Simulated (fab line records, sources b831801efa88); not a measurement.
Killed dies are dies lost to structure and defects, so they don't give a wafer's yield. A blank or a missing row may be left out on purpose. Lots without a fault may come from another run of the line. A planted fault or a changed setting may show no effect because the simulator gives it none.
Which tool did it? | flow sky130 | 12 lots, 36 wafers sampled, at 1 step of a route of 708

WHAT THE GAUGES READ, wafer by wafer
SKY_VIA3_BOW_MEAS_03.
lot  | measured     | on            | VIA3_BOW (um)
L075 | day 38 22:53 | film_metro-01 | 93 83 69
L077 | day 40 00:37 | film_metro-03 | 81 70 75
L078 | day 40 11:07 | film_metro-04 | 74 79 87
L081 | day 41 04:34 | film_metro-04 | 83 77 81
L083 | day 41 07:01 | film_metro-03 | 83 92 82
L085 | day 42 02:40 | film_metro-04 | 79 79 77
L087 | day 42 16:05 | film_metro-03 | 77 84 79
L088 | day 43 02:09 | film_metro-01 | 80 89 82
L091 | day 43 16:44 | film_metro-03 | 81 88 90
L093 | day 44 03:56 | film_metro-04 | 78 78 83
L095 | day 44 13:35 | film_metro-01 | 83 76 85
L097 | day 45 03:40 | film_metro-03 | 87 89 97

WHICH TOOL RAN EACH LOT (tool, then ch and the chambers of the sampled wafers, then the start)
The record holds no process step before these readings.

THE ANSWER, worked out from the rows above alone
Rule: what is usual is taken from the lots themselves. Put in order of their means at a reading, lots are off if they are a third of the lots or fewer, leave a main group of 4 or more, and stand apart from it by a gap of 3 or more times the standard deviation of the main group's means; of several such gaps the widest counts. A main group whose means are all the same, to the digits that the tables above print for the reading, isn't used. A lot without any number at a reading at which 4 lots or more have one is off too. The other lots that the step has rows for count as sound.
No lot is off at any reading shown: from this, nothing can be told.

WHAT THE SIMULATOR HAD PUT IN
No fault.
